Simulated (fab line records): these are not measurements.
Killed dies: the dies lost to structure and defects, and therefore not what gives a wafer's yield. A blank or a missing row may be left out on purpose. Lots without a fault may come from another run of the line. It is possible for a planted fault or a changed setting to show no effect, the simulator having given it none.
Code-filled problem report in 8D (eight disciplines) form || flow sky130 || the parts of the form that need people (team, actions taken, sign-off) are left out

== 1. WHAT IS WRONG ==
run length s at SKY_METAL2_SOFTBAKE_11 reads a mean of 122.93 s on 3 wafers of 3 lots; wafers without a fault read 119.01 s with a standard deviation of 0.26. Measured from the usual mean, that is +15 standard deviations.
The step: time 90 s.
Earliest sighting: wafer L539.4 on litho track-01 at day 36 03:00. The record has a number at this step for 31 wafers belonging to 11 lots. Rule for "out" (also "out of limits"): further than 4 standard deviations from the usual mean. All remaining wafers that have a number are taken as sound.

== 2. WHAT THIS IS AND IS NOT ==
{"question": "which readings at this step", "is": "run length s", "is not": "exhaust pa, plate temp C, resist line temp C"}
{"question": "which lots", "is": "L539, L542, L543", "is not": "L541, L550, L551, L554, L555, L556, L558, L559"}
{"question": "which wafers of those lots", "is": "L539.4, L542.4, L543.4", "is not": "L539.6, L542.3, L542.5, L543.2"}
{"question": "read on which tools", "is": "litho track-01", "is not": "litho track-02, litho track-03"}
{"question": "when", "is": "from day 36 03:00", "is not": "up to then (4 sound wafers); but 24 sound wafers of L542, L543, L550, L551, L554, L555, L556, L558, L559 came after"}

== 3. THE SUSPECTS, EACH WITH WHAT RULES IT OUT ==
Counting: any tool at a process step up to the reading remains a suspect provided it ran every lot that is out. Sound lots after the first of them don't rule it out here, since some wafers of a struck lot are sound.
- litho track-01 at SKY_METAL2_SOFTBAKE_11 (time 90 s): kept. It ran every lot that is out, first L539 (day 36 03:00); its last sound lot up to then is L541 (day 36 01:00). Out on those wafers are its own readings of run length s.
The count leaves litho track-01 at SKY_METAL2_SOFTBAKE_11.

== 4. THE CAUSE (what the simulator had put in) ==
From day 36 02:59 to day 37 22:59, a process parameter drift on litho track-01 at SKY_METAL2_SOFTBAKE_11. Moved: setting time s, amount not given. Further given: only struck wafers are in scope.
After counting, this tool was the only one left.

== 5. THE EFFECT CHAIN, in route order ==
Each row: a reading whose mean over the struck wafers that have a number lies more than 3 standard deviations from the usual. Readings are gone through only where the record gives a usual standard deviation; hours: the median, over the lots, of the time from a lot's start at the first step in this table giving one to that lot's start at this step; sigmas: the change measured in usual standard deviations.
{"hours": 0, "step": "SKY_METAL2_SOFTBAKE_11", "reading": "run length s", "usual": "119.01 s", "on struck wafers": 122.93, "change": "+3.92", "sigmas": "+15"}
Here are the process steps it includes:
- SKY_METAL2_SOFTBAKE_11: time 90 s.

== 6. HOW IT WOULD HAVE BEEN CAUGHT EARLIER ==
0 hours passed between the start of the fault at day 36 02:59 and the first reading out of limits in this record, taken at day 36 03:00.
